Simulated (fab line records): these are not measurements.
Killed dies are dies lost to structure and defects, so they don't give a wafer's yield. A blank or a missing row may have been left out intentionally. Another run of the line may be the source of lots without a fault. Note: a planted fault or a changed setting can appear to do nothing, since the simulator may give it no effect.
Shared-tool check    flow sky130    Sampled: 14 lots, 42 wafers

## REASON IT WAS OPENED
Of 14 lots, 2 have the reading METAL1_ALCU_THK flagged at SKY_METAL1_THK_MEAS_06. No-fault wafers: 252 nm, standard deviation 3.9.
Rule: a lot is flagged when every wafer of it that has a number lies more than 4 standard deviations from that mean, or none has a number. As for the other lots, they are considered sound.

lot   measured      on            METAL1_ALCU_THK (nm), wafer by wafer  flag
L622  day 31 22:34  filmMetro-02  257 251 256                           
L624  day 32 20:29  filmMetro-02  254 248 254                           
L626  day 33 20:10  filmMetro-04  253 255 255                           
L635  day 36 08:19  filmMetro-02  295 293 292                           FLAGGED
L636  day 37 01:35  filmMetro-02  287 293 284                           FLAGGED
L637  day 37 06:36  filmMetro-04  253 253 253                           
L638  day 37 10:04  filmMetro-02  246 252 247                           
L639  day 37 12:43  filmMetro-01  251 248 251                           
L640  day 37 19:31  filmMetro-04  249 250 253                           
L642  day 38 04:38  filmMetro-02  245 250 251                           
L641  day 38 07:22  filmMetro-01  243 250 245                           
L643  day 38 18:31  filmMetro-04  255 255 256                           
L644  day 38 22:40  filmMetro-01  247 245 253                           
L645  day 39 00:17  filmMetro-02  257 256 259                           
Average over the flagged lots: 291 nm; offset from the usual +39 nm, equal to +10 standard deviations.

## TOOL THAT RAN EACH LOT
Before the reading, the record contains 4 process steps out of a 708-step route. In each cell: the tool, then ch and the chambers that the sampled wafers went through, then the start.
lot   flag     SKY_CONTACT_CMP_04             SKY_METAL1_SPUTTER_01        SKY_METAL1_SPUTTER_02        SKY_METAL1_SPUTTER_04
L622           cmp-02 ch 0,2, day 30 16:02    pvdSputter-03, day 31 22:20  pvdSputter-03, day 31 22:22  pvdSputter-03, day 31 22:24
L624           cmp-02 ch 0,1, day 31 14:15    pvdSputter-01, day 32 20:14  pvdSputter-01, day 32 20:16  pvdSputter-01, day 32 20:18
L626           cmp-01 ch 0,1,3, day 32 14:38  pvdSputter-03, day 33 19:56  pvdSputter-03, day 33 19:57  pvdSputter-03, day 33 19:59
L635  FLAGGED  cmp-01 ch 0,1,3, day 35 03:50  pvdSputter-03, day 36 08:04  pvdSputter-03, day 36 08:06  pvdSputter-03, day 36 08:09
L636  FLAGGED  cmp-02 ch 0,1,3, day 35 20:57  pvdSputter-01, day 37 01:21  pvdSputter-01, day 37 01:22  pvdSputter-01, day 37 01:25
L637           cmp-01 ch 1,2, day 36 02:34    pvdSputter-02, day 37 06:21  pvdSputter-02, day 37 06:22  pvdSputter-02, day 37 06:25
L638           cmp-01 ch 0,3, day 36 05:44    pvdSputter-01, day 37 09:50  pvdSputter-01, day 37 09:52  pvdSputter-01, day 37 09:54
L639           cmp-02 ch 0,1,3, day 36 08:37  pvdSputter-02, day 37 12:28  pvdSputter-02, day 37 12:30  pvdSputter-02, day 37 12:32
L640           cmp-01 ch 0,1,3, day 36 16:04  pvdSputter-02, day 37 19:17  pvdSputter-02, day 37 19:19  pvdSputter-02, day 37 19:21
L642           cmp-01 ch 0,1, day 37 01:48    pvdSputter-01, day 38 04:24  pvdSputter-01, day 38 04:25  pvdSputter-01, day 38 04:28
L641           cmp-02 ch 1,2, day 37 05:07    pvdSputter-01, day 38 07:08  pvdSputter-01, day 38 07:10  pvdSputter-01, day 38 07:12
L643           cmp-02 ch 0,1,3, day 37 15:17  pvdSputter-03, day 38 18:17  pvdSputter-03, day 38 18:18  pvdSputter-03, day 38 18:20
L644           cmp-02 ch 0,1,3, day 37 18:38  pvdSputter-01, day 38 22:26  pvdSputter-01, day 38 22:28  pvdSputter-01, day 38 22:30
L645           cmp-01 ch 0,1,2, day 37 19:47  pvdSputter-02, day 39 00:03  pvdSputter-02, day 39 00:04  pvdSputter-02, day 39 00:07
These steps, and what they do:
- SKY_CONTACT_CMP_04: polishes SiO2.
- SKY_METAL1_SPUTTER_01: material TiN, target thk 20 nm, time 16.7 s.
- SKY_METAL1_SPUTTER_02: material AlCu, target thk 250 nm, time 13.3 s.
- SKY_METAL1_SPUTTER_04: material TiN, target thk 70 nm, time 58.3 s.
- SKY_METAL1_THK_MEAS_06: measures by xrf.

## FLAGGED OVER TOTAL, TOOL BY TOOL (the gauges that took the reading come last)
step                    tool           lots run  flagged  share of the flagged lots  sound lots run after its first flagged lot
SKY_CONTACT_CMP_04      cmp-01         7         1        some                       5 (L637,L638,L640,L642,L645)
SKY_CONTACT_CMP_04      cmp-02         7         1        some                       4 (L639,L641,L643,L644)
SKY_METAL1_SPUTTER_01   pvdSputter-01  6         1        some                       4 (L638,L642,L641,L644)
SKY_METAL1_SPUTTER_01   pvdSputter-02  4         0        none                       -
SKY_METAL1_SPUTTER_01   pvdSputter-03  4         1        some                       1 (L643)
SKY_METAL1_SPUTTER_02   pvdSputter-01  6         1        some                       4 (L638,L642,L641,L644)
SKY_METAL1_SPUTTER_02   pvdSputter-02  4         0        none                       -
SKY_METAL1_SPUTTER_02   pvdSputter-03  4         1        some                       1 (L643)
SKY_METAL1_SPUTTER_04   pvdSputter-01  6         1        some                       4 (L638,L642,L641,L644)
SKY_METAL1_SPUTTER_04   pvdSputter-02  4         0        none                       -
SKY_METAL1_SPUTTER_04   pvdSputter-03  4         1        some                       1 (L643)
SKY_METAL1_THK_MEAS_06  filmMetro-01   3         0        none                       -
SKY_METAL1_THK_MEAS_06  filmMetro-02   7         2        all                        3 (L638,L642,L645)
SKY_METAL1_THK_MEAS_06  filmMetro-04   4         0        none                       -

## THE TABLE: WHAT IT ALLOWS
Rows of the table that ran each flagged lot: 1, that is filmMetro-02 at SKY_METAL1_THK_MEAS_06.
- filmMetro-02 at SKY_METAL1_THK_MEAS_06: 2 of its 7 lots flagged. Sound lots followed the first flagged one (L638, L642, L645) on it, something a lasting fault affecting the whole tool could not allow.
No row of the table ran every flagged lot and no sound lot after the first.

## WHAT THE SIMULATOR PUT IN
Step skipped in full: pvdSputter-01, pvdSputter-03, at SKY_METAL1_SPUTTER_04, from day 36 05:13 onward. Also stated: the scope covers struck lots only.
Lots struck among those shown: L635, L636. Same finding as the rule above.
